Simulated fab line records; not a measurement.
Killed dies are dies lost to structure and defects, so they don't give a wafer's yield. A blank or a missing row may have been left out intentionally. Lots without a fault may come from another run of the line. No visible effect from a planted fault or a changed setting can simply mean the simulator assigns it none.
Which of the tools did it? :: flow gf180mcu :: 7 lots with 21 wafers sampled at 2 steps, on a route of 602 steps

## WHAT THE GAUGES SHOWED, per wafer
GF_SAB_CD_MEAS_09: target cd 420 nm.
lot: L783
measured: day 15 19:07
on: cd sem-01
cd nm (nm): 419.0 420.8 420.6

lot: L785
measured: day 16 13:44
on: cd sem-01
cd nm (nm): 421.1 420.0 416.6

lot: L787
measured: day 17 11:00
on: cd sem-01
cd nm (nm): 423.7 425.3 423.8

lot: L789
measured: day 18 03:53
on: cd sem-02
cd nm (nm): 418.6 419.2 418.2

lot: L794
measured: day 19 23:57
on: cd sem-02
cd nm (nm): 420.2 419.6 418.2

lot: L797
measured: day 21 01:26
on: cd sem-01
cd nm (nm): 420.2 265.7 421.4

lot: L802
measured: day 22 15:13
on: cd sem-01
cd nm (nm): 420.5 417.7 420.1

## EACH LOT AND THE TOOL THAT RAN IT (in order: tool; ch and the chambers of the sampled wafers; start)
lot: L783
GF_SAB_EXPOSE_06: iline stepper-02 ch 0, day 15 08:25

lot: L785
GF_SAB_EXPOSE_06: iline stepper-01 ch 0, day 16 02:58

lot: L787
GF_SAB_EXPOSE_06: iline stepper-01 ch 0, day 16 23:35

lot: L789
GF_SAB_EXPOSE_06: iline stepper-02 ch 0, day 17 16:17

lot: L794
GF_SAB_EXPOSE_06: iline stepper-02 ch 0, day 19 11:55

lot: L797
GF_SAB_EXPOSE_06: iline stepper-02 ch 0, day 20 13:11

lot: L802
GF_SAB_EXPOSE_06: iline stepper-01 ch 0, day 22 04:19
- GF_SAB_EXPOSE_06: exposes mask SAB, target cd 420 nm.

## THE ANSWER, worked out from the rows above alone
Rule: what is usual is taken from the lots themselves. The widest of any qualifying gaps counts: lots, ordered by their means at a reading, are off when they make up no more than a third of the lots, leave a main group of 4 or more, and stand apart from it by 3 or more times the standard deviation of that group's means. Not used: any main group whose means are identical at the precision the tables above print for the reading. Also off: a lot with no number at a reading for which 4 or more lots have one. Any other lot the step has rows for is counted as sound.
Off: L797 (GF_SAB_CD_MEAS_09, cd nm). Main group: mean 420.2 nm, sd 1.9.
If a tool, at a process step before that reading, ran all the lots that are off and no sound lot after the first of them, it fits. Those tools and the gauges at GF_SAB_CD_MEAS_09 are tried in the same way. One candidate fits, namely iline stepper-02 at GF_SAB_EXPOSE_06. A fault onset in the window from L794 (day 19 11:55, its last sound lot) to L797 (day 20 13:11, its first lot off) fits.

## WHAT THE SIMULATOR PUT IN
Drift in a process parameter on iline stepper-02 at GF_SAB_EXPOSE_06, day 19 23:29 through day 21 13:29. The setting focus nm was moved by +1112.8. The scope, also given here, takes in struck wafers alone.
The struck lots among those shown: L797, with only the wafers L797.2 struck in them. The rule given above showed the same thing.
